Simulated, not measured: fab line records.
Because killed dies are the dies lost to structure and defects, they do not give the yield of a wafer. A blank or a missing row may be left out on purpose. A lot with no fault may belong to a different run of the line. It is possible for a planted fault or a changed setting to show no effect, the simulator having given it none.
A struck lot beside a sound one -- flow gf180mcu -- 14 out of 602 route steps
Sound: these wafers, L890.1, L890.2, L890.4. The struck wafers were L896.1, L896.2, L896.3. Last of all comes the cause.
Order at every step that has rows: each side's tool, ch and its chambers, its first start. Under that, the readings that differ: sound wafers -- struck wafers -- difference of the means -- sigmas: that difference in standard deviations of wafers without a fault.
alike: words and numbers the same on both sides, and readings whose means are apart by under 2 such deviations; not compared: readings that were withheld, readings missing a value for some wafer, numbers with overlapping values and no deviation given by the record, and bounds like >300 which may hide the same value.
Wherever a step has rows on one side only, a row that says differs or no value, or a row with sigmas, the two part there. Numbers that have no deviation but don't overlap get no sigmas and don't part them. Lack of a reading on every wafer of one side parts them only where that side has two or more wafers.

first, 4 steps without rows for these wafers: GF_VT_IMPLANT_SOFTBAKE_14 (time 60 s); GF_VT_IMPLANT_EXPOSE_15 (exposes mask Nwell LV AREA, target cd 860 nm); GF_VT_IMPLANT_PEB_16; GF_VT_IMPLANT_DEVELOP_17 (develop time 60 s).
GF_VT_IMPLANT_OVL_MEAS_18:
  sound on overlay-01 at day 6 04:04; struck on overlay-02 at day 7 19:41
  alike: VT_IMPLANT_01_OVL
following that, these wafers have no rows for 1 step: GF_VT_IMPLANT_IMPLANT_19.
GF_VT_IMPLANT_STRIP_20: strips in O2/N2.
  sound on plasma_asher-02 ch 0,1, day 6 04:15; struck on plasma_asher-02 ch 0,1, day 7 19:53
  alike: chamber_pressure_mTorr, drypump_motor_current_A, heater_power_w, oes_product_au, strip_time_to_endpoint_s
  not compared: rf_hours_counter_h
GF_VT_IMPLANT_TW_MEAS_21:
  sound on film_metro-02 at day 6 04:21; struck on film_metro-01 at day 7 19:59
  alike: VT_IMPLANT_2_TW
then, 4 steps without rows for these wafers: GF_VT_IMPLANT_DEHYDRATE_22 (time 60 s); GF_VT_IMPLANT_HMDS_23 (prime time 60 s); GF_VT_IMPLANT_COAT_24 (resist thk 1000 nm); GF_VT_IMPLANT_SOFTBAKE_25 (time 60 s).
GF_VT_IMPLANT_EXPOSE_26: exposes mask LVPWELL HV AREA, target cd 860 nm.
  sound on iline_stepper-01 ch 0, day 6 11:10; struck on iline_stepper-02, day 8 04:26
  no value came back on the struck wafers for exposure_dose_mJ_cm2, focus_offset_nm (nm), stage_vel_mm_s (mm/s); on the sound wafers exposure_dose_mJ_cm2 reads 140.19 139.99 140.19
  alike: mask
following that, these wafers have no rows for 1 step: GF_VT_IMPLANT_PEB_27.

## WHERE THEY PART
Within this record, at GF_VT_IMPLANT_EXPOSE_26 only.

WHY: the cause the simulator had injected
Whole step skipped at GF_VT_IMPLANT_EXPOSE_26 on iline_stepper-02, starting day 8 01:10. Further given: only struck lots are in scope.
